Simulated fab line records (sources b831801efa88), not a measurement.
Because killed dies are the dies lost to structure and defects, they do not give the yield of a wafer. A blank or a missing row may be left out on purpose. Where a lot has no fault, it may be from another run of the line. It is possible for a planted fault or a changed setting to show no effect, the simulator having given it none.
Which of the tools did it? || flow gf180mcu || 11 lots with 33 wafers sampled at 4 steps, on a route of 602 steps

WHAT THE GAUGES SHOWED, per wafer
GF_HV_LDD_TW_MEAS_38. Usual: HV_LDD_3_TW gives 1431 (standard deviation 8.4).
{"lot": "L263", "measured": "day 12 23:28", "on": "filmMetro-04", "HV_LDD_3_TW": "1420 1427 1424", "flag": ""}
{"lot": "L264", "measured": "day 13 06:55", "on": "filmMetro-03", "HV_LDD_3_TW": "1438 1442 1436", "flag": ""}
{"lot": "L266", "measured": "day 13 20:20", "on": "filmMetro-03", "HV_LDD_3_TW": "1435 1437 1434", "flag": ""}
{"lot": "L267", "measured": "day 14 04:33", "on": "filmMetro-01", "HV_LDD_3_TW": "1435 1430 1432", "flag": ""}
{"lot": "L269", "measured": "day 14 19:46", "on": "filmMetro-03", "HV_LDD_3_TW": "1443 1441 1444", "flag": ""}
{"lot": "L274", "measured": "day 16 16:25", "on": "filmMetro-04", "HV_LDD_3_TW": "1425 1415 1417", "flag": ""}
{"lot": "L278", "measured": "day 17 16:52", "on": "filmMetro-04", "HV_LDD_3_TW": "30 30 30", "flag": "OFF"}
{"lot": "L279", "measured": "day 17 23:58", "on": "filmMetro-03", "HV_LDD_3_TW": "30 30 30", "flag": "OFF"}
{"lot": "L280", "measured": "day 18 04:54", "on": "filmMetro-01", "HV_LDD_3_TW": "1425 1431 1432", "flag": ""}
{"lot": "L281", "measured": "day 18 13:29", "on": "filmMetro-03", "HV_LDD_3_TW": "1436 1428 1428", "flag": ""}
{"lot": "L282", "measured": "day 19 01:20", "on": "filmMetro-04", "HV_LDD_3_TW": "1431 1429 1430", "flag": ""}

GF_V1_CD_MEAS_14: the cd target is 260 nm. Usual: cdNm reads 259.8 nm (standard deviation 1.1).
{"lot": "L263", "measured": "day 19 18:57", "on": "cdSem-02", "cdNm (nm)": "261.1 260.4 260.3", "flag": ""}
{"lot": "L264", "measured": "day 20 03:31", "on": "cdSem-02", "cdNm (nm)": "261.0 260.0 261.5", "flag": ""}
{"lot": "L266", "measured": "day 20 20:34", "on": "cdSem-02", "cdNm (nm)": "260.5 262.7 260.5", "flag": ""}
{"lot": "L267", "measured": "day 21 06:49", "on": "cdSem-02", "cdNm (nm)": "258.7 259.4 258.6", "flag": ""}
{"lot": "L269", "measured": "day 22 00:19", "on": "cdSem-02", "cdNm (nm)": "261.6 262.0 261.5", "flag": ""}
{"lot": "L274", "measured": "day 23 20:19", "on": "cdSem-02", "cdNm (nm)": "258.6 259.4 259.0", "flag": ""}
{"lot": "L280", "measured": "day 25 08:53", "on": "cdSem-02", "cdNm (nm)": "259.4 257.5 259.2", "flag": ""}
{"lot": "L281", "measured": "day 25 16:40", "on": "cdSem-02", "cdNm (nm)": "261.4 259.7 259.5", "flag": ""}
{"lot": "L282", "measured": "day 26 03:14", "on": "cdSem-01", "cdNm (nm)": "259.2 258.9 258.7", "flag": ""}

TOOL THAT RAN EACH LOT (tool first, then ch and the chambers of the sampled wafers, then the start)
{"lot": "L263", "GF_HV_LDD_STRIP_22": "plasmaAsher-03 ch 0,1, day 12 03:41", "GF_HV_LDD_STRIP_37": "plasmaAsher-03 ch 0,1, day 12 23:22"}
{"lot": "L264", "GF_HV_LDD_STRIP_22": "plasmaAsher-04 ch 0,1, day 12 10:31", "GF_HV_LDD_STRIP_37": "plasmaAsher-03 ch 0,1, day 13 06:49"}
{"lot": "L266", "GF_HV_LDD_STRIP_22": "plasmaAsher-04 ch 0,1, day 12 23:34", "GF_HV_LDD_STRIP_37": "plasmaAsher-04 ch 0,1, day 13 20:14"}
{"lot": "L267", "GF_HV_LDD_STRIP_22": "plasmaAsher-01 ch 0,1, day 13 07:31", "GF_HV_LDD_STRIP_37": "plasmaAsher-04 ch 0,1, day 14 04:26"}
{"lot": "L269", "GF_HV_LDD_STRIP_22": "plasmaAsher-04 ch 0,1, day 13 22:29", "GF_HV_LDD_STRIP_37": "plasmaAsher-04 ch 0,1, day 14 19:40"}
{"lot": "L274", "GF_HV_LDD_STRIP_22": "plasmaAsher-01 ch 0,1, day 15 17:32", "GF_HV_LDD_STRIP_37": "plasmaAsher-01 ch 0,1, day 16 16:19"}
{"lot": "L278", "GF_HV_LDD_STRIP_22": "plasmaAsher-01 ch 0,1, day 16 17:40", "GF_HV_LDD_STRIP_37": "plasmaAsher-04 ch 0,1, day 17 16:46"}
{"lot": "L279", "GF_HV_LDD_STRIP_22": "plasmaAsher-01 ch 0,1, day 17 00:11", "GF_HV_LDD_STRIP_37": "plasmaAsher-01 ch 0,1, day 17 23:53"}
{"lot": "L280", "GF_HV_LDD_STRIP_22": "plasmaAsher-01 ch 0,1, day 17 05:07", "GF_HV_LDD_STRIP_37": "plasmaAsher-01 ch 0,1, day 18 04:49"}
{"lot": "L281", "GF_HV_LDD_STRIP_22": "plasmaAsher-03 ch 0,1, day 17 13:40", "GF_HV_LDD_STRIP_37": "plasmaAsher-01 ch 0,1, day 18 13:23"}
{"lot": "L282", "GF_HV_LDD_STRIP_22": "plasmaAsher-01 ch 0,1, day 18 00:42", "GF_HV_LDD_STRIP_37": "plasmaAsher-03 ch 0, day 19 01:14"}
- GF_HV_LDD_STRIP_22: strips in O2/N2.
- GF_HV_LDD_STRIP_37: strips in O2/N2.

WHAT THE TOOLS THEMSELVES READ (means of the sampled wafers that have a number; where no wafer has one, the mark that the record gives instead)
GF_HV_LDD_STRIP_22. Usual: value, then standard deviation, for each; chamberPressureMTorr 1500.2 mTorr / 1.3; drypumpMotorCurrentA 5.8 A / 0.59; heaterPowerW 316 W / 28; o2FlowSccm 3000 sccm / 8.4; oesProductAu 0.716 a.u. / 0.0042; platenTempC 250.03 C / 0.17; stripTimeToEndpointS 12.64 s / 0.036.
{"lot": "L263", "tool": "plasmaAsher-03", "chamberPressureMTorr (mTorr)": 1499.3, "drypumpMotorCurrentA (A)": 5.3, "heaterPowerW (W)": 344, "o2FlowSccm (sccm)": 3002, "oesProductAu (a.u.)": 0.712, "platenTempC (C)": 250.00, "stripTimeToEndpointS (s)": 12.60, "flag": ""}
{"lot": "L264", "tool": "plasmaAsher-04", "chamberPressureMTorr (mTorr)": 1500.1, "drypumpMotorCurrentA (A)": 5.5, "heaterPowerW (W)": 315, "o2FlowSccm (sccm)": 2997, "oesProductAu (a.u.)": 0.716, "platenTempC (C)": 249.95, "stripTimeToEndpointS (s)": 12.67, "flag": ""}
{"lot": "L266", "tool": "plasmaAsher-04", "chamberPressureMTorr (mTorr)": 1500.0, "drypumpMotorCurrentA (A)": 5.5, "heaterPowerW (W)": 318, "o2FlowSccm (sccm)": 3004, "oesProductAu (a.u.)": 0.717, "platenTempC (C)": 250.09, "stripTimeToEndpointS (s)": 12.68, "flag": ""}
{"lot": "L267", "tool": "plasmaAsher-01", "chamberPressureMTorr (mTorr)": 1498.5, "drypumpMotorCurrentA (A)": 5.9, "heaterPowerW (W)": 309, "o2FlowSccm (sccm)": 3004, "oesProductAu (a.u.)": 0.717, "platenTempC (C)": 250.20, "stripTimeToEndpointS (s)": 12.62, "flag": ""}
{"lot": "L269", "tool": "plasmaAsher-04", "chamberPressureMTorr (mTorr)": 1499.9, "drypumpMotorCurrentA (A)": 5.9, "heaterPowerW (W)": 330, "o2FlowSccm (sccm)": 3000, "oesProductAu (a.u.)": 0.716, "platenTempC (C)": 250.11, "stripTimeToEndpointS (s)": 12.60, "flag": ""}
{"lot": "L274", "tool": "plasmaAsher-01", "chamberPressureMTorr (mTorr)": 1499.9, "drypumpMotorCurrentA (A)": 6.0, "heaterPowerW (W)": 296, "o2FlowSccm (sccm)": 3002, "oesProductAu (a.u.)": 0.719, "platenTempC (C)": 249.93, "stripTimeToEndpointS (s)": 12.65, "flag": ""}
{"lot": "L278", "tool": "plasmaAsher-01", "chamberPressureMTorr (mTorr)": "-", "drypumpMotorCurrentA (A)": "-", "heaterPowerW (W)": "-", "o2FlowSccm (sccm)": "-", "oesProductAu (a.u.)": "-", "platenTempC (C)": "-", "stripTimeToEndpointS (s)": "-", "flag": "OFF"}
{"lot": "L279", "tool": "plasmaAsher-01", "chamberPressureMTorr (mTorr)": "-", "drypumpMotorCurrentA (A)": "-", "heaterPowerW (W)": "-", "o2FlowSccm (sccm)": "-", "oesProductAu (a.u.)": "-", "platenTempC (C)": "-", "stripTimeToEndpointS (s)": "-", "flag": "OFF"}
{"lot": "L280", "tool": "plasmaAsher-01", "chamberPressureMTorr (mTorr)": 1500.6, "drypumpMotorCurrentA (A)": 6.1, "heaterPowerW (W)": 296, "o2FlowSccm (sccm)": 2996, "oesProductAu (a.u.)": 0.718, "platenTempC (C)": 250.23, "stripTimeToEndpointS (s)": 12.68, "flag": ""}
{"lot": "L281", "tool": "plasmaAsher-03", "chamberPressureMTorr (mTorr)": 1500.5, "drypumpMotorCurrentA (A)": 5.9, "heaterPowerW (W)": 333, "o2FlowSccm (sccm)": 3000, "oesProductAu (a.u.)": 0.712, "platenTempC (C)": 250.05, "stripTimeToEndpointS (s)": 12.63, "flag": ""}
{"lot": "L282", "tool": "plasmaAsher-01", "chamberPressureMTorr (mTorr)": 1501.3, "drypumpMotorCurrentA (A)": 5.8, "heaterPowerW (W)": 306, "o2FlowSccm (sccm)": 3006, "oesProductAu (a.u.)": 0.717, "platenTempC (C)": 250.05, "stripTimeToEndpointS (s)": 12.61, "flag": ""}

GF_HV_LDD_STRIP_37. Usual: value, then standard deviation, for each; chamberPressureMTorr 1500.0 mTorr / 1.5; drypumpMotorCurrentA 5.8 A / 0.58; heaterPowerW 317 W / 26; o2FlowSccm 3001 sccm / 10; oesProductAu 0.716 a.u. / 0.0046; platenTempC 250.01 C / 0.18; stripTimeToEndpointS 12.63 s / 0.044.
{"lot": "L263", "tool": "plasmaAsher-03", "chamberPressureMTorr (mTorr)": 1500.1, "drypumpMotorCurrentA (A)": 5.4, "heaterPowerW (W)": 345, "o2FlowSccm (sccm)": 3003, "oesProductAu (a.u.)": 0.717, "platenTempC (C)": 249.94, "stripTimeToEndpointS (s)": 12.60, "flag": ""}
{"lot": "L264", "tool": "plasmaAsher-03", "chamberPressureMTorr (mTorr)": 1498.4, "drypumpMotorCurrentA (A)": 5.3, "heaterPowerW (W)": 343, "o2FlowSccm (sccm)": 3003, "oesProductAu (a.u.)": 0.717, "platenTempC (C)": 250.09, "stripTimeToEndpointS (s)": 12.67, "flag": ""}
{"lot": "L266", "tool": "plasmaAsher-04", "chamberPressureMTorr (mTorr)": 1500.7, "drypumpMotorCurrentA (A)": 5.9, "heaterPowerW (W)": 327, "o2FlowSccm (sccm)": 3005, "oesProductAu (a.u.)": 0.714, "platenTempC (C)": 249.98, "stripTimeToEndpointS (s)": 12.56, "flag": ""}
{"lot": "L267", "tool": "plasmaAsher-04", "chamberPressureMTorr (mTorr)": 1500.4, "drypumpMotorCurrentA (A)": 5.5, "heaterPowerW (W)": 316, "o2FlowSccm (sccm)": 3001, "oesProductAu (a.u.)": 0.715, "platenTempC (C)": 249.95, "stripTimeToEndpointS (s)": 12.60, "flag": ""}
{"lot": "L269", "tool": "plasmaAsher-04", "chamberPressureMTorr (mTorr)": 1500.0, "drypumpMotorCurrentA (A)": 5.5, "heaterPowerW (W)": 311, "o2FlowSccm (sccm)": 3009, "oesProductAu (a.u.)": 0.712, "platenTempC (C)": 250.13, "stripTimeToEndpointS (s)": 12.67, "flag": ""}
{"lot": "L274", "tool": "plasmaAsher-01", "chamberPressureMTorr (mTorr)": 1499.8, "drypumpMotorCurrentA (A)": 5.8, "heaterPowerW (W)": 308, "o2FlowSccm (sccm)": 2998, "oesProductAu (a.u.)": 0.714, "platenTempC (C)": 250.26, "stripTimeToEndpointS (s)": 12.61, "flag": ""}
{"lot": "L278", "tool": "plasmaAsher-04", "chamberPressureMTorr (mTorr)": 1499.4, "drypumpMotorCurrentA (A)": 5.5, "heaterPowerW (W)": 318, "o2FlowSccm (sccm)": 3013, "oesProductAu (a.u.)": 0.719, "platenTempC (C)": 249.83, "stripTimeToEndpointS (s)": 27.69, "flag": "OFF"}
{"lot": "L279", "tool": "plasmaAsher-01", "chamberPressureMTorr (mTorr)": 1498.4, "drypumpMotorCurrentA (A)": 6.1, "heaterPowerW (W)": 296, "o2FlowSccm (sccm)": 2994, "oesProductAu (a.u.)": 0.721, "platenTempC (C)": 250.10, "stripTimeToEndpointS (s)": 27.56, "flag": "OFF"}
{"lot": "L280", "tool": "plasmaAsher-01", "chamberPressureMTorr (mTorr)": 1500.5, "drypumpMotorCurrentA (A)": 6.1, "heaterPowerW (W)": 297, "o2FlowSccm (sccm)": 2992, "oesProductAu (a.u.)": 0.715, "platenTempC (C)": 250.05, "stripTimeToEndpointS (s)": 12.67, "flag": ""}
{"lot": "L281", "tool": "plasmaAsher-01", "chamberPressureMTorr (mTorr)": 1500.6, "drypumpMotorCurrentA (A)": 6.1, "heaterPowerW (W)": 297, "o2FlowSccm (sccm)": 2999, "oesProductAu (a.u.)": 0.716, "platenTempC (C)": 250.20, "stripTimeToEndpointS (s)": 12.57, "flag": ""}
{"lot": "L282", "tool": "plasmaAsher-03", "chamberPressureMTorr (mTorr)": 1500.3, "drypumpMotorCurrentA (A)": 4.8, "heaterPowerW (W)": 370, "o2FlowSccm (sccm)": 2999, "oesProductAu (a.u.)": 0.717, "platenTempC (C)": 250.13, "stripTimeToEndpointS (s)": 12.63, "flag": ""}

THE ANSWER, worked out from the rows above alone
Rule: a lot is off if the mean of its wafers that have a number lies more than 3 standard deviations from the usual mean. Also off: a lot with no number at a reading for which 4 or more lots have one. Where the step has rows for the other lots, those lots are counted as sound. The gauges are gone through in route order, then the tools' own readings, and for those a lot's mean is taken as printed above. The first step at which some lot is off is used, and at that step the reading that is off furthest; a lot without a number counts as furthest.
Off: at GF_HV_LDD_TW_MEAS_38 (HV_LDD_3_TW), L278, L279.
If a tool, at a process step before that reading, ran all the lots that are off and no sound lot after the first of them, it fits. The gauges at GF_HV_LDD_TW_MEAS_38 aren't tried: what is off there is off at GF_HV_LDD_STRIP_22 too, on other tools, and a gauge's error can't cause that. Not one of the candidates tried fits.

WHAT WAS PUT IN BY THE SIMULATOR
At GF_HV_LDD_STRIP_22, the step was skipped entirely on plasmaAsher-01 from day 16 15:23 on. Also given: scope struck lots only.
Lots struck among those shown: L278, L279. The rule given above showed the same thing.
